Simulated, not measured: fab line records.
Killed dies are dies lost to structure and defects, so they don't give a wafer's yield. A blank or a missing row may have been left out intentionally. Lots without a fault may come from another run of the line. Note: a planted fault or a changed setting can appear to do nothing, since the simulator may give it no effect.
Chamber matching :: flow gf180mcu :: GF_V2_CVD_02 on pecvd-03 has 3 sister chambers
The step deposits SiO2 from TEOS, target thk 850 nm, time 94.851 s. 3 wafers are shown with their chamber, then 11 later ones without.

WAFERS WITH THEIR CHAMBER
wafer: L085.4
chamber: 2
heater-power-w (W): 716

wafer: L085.5
chamber: 0
heater-power-w (W): 726

wafer: L089.1
chamber: 1
heater-power-w (W): 723

WAFERS WITH NO CHAMBER GIVEN
wafer: L089.2
heater-power-w (W): 771

wafer: L089.3
heater-power-w (W): 700

wafer: L093.2
heater-power-w (W): 730

wafer: L093.4
heater-power-w (W): 730

wafer: L093.5
heater-power-w (W): 698

wafer: L094.2
heater-power-w (W): 775

wafer: L094.5
heater-power-w (W): 920

wafer: L094.6
heater-power-w (W): 706

wafer: L095.1
heater-power-w (W): 687

wafer: L095.3
heater-power-w (W): 787

wafer: L095.6
heater-power-w (W): 862

EACH ONE'S CHAMBER
wafer: L089.2
from the rows above: can't be placed: 0 or 1 or 2
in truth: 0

wafer: L089.3
from the rows above: can't be placed: 2 or 1 or 0
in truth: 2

wafer: L093.2
from the rows above: can't be placed: 0 or 1 or 2
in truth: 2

wafer: L093.4
from the rows above: can't be placed: 0 or 1 or 2
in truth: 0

wafer: L093.5
from the rows above: can't be placed: 2 or 1 or 0
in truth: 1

wafer: L094.2
from the rows above: can't be placed: 0 or 1 or 2
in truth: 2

wafer: L094.5
from the rows above: can't be placed: 0 or 1 or 2
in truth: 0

wafer: L094.6
from the rows above: can't be placed: 2 or 1 or 0
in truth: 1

wafer: L095.1
from the rows above: can't be placed: 2 or 1 or 0
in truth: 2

wafer: L095.3
from the rows above: can't be placed: 0 or 1 or 2
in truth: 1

wafer: L095.6
from the rows above: can't be placed: 0 or 1 or 2
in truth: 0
0 of 11 placed correctly. Can't be placed from these rows: 11 (the true chamber is among the candidates in 11). 0 placed wrongly.
How it was worked out, from the rows above alone: a wafer's distance from a chamber is the root of the sum, over the readings, of the square of ((its reading less the chamber's mean) divided by the reading's scatter). If the next closest chamber is less than 2 further off than the closest, the wafer can't be placed; otherwise it belongs to the closest. The mean given for a chamber averages the wafers shown for that chamber. The scatter: root of mean squared gap, hidden wafer to nearest shown wafer, with one shown wafer a chamber.
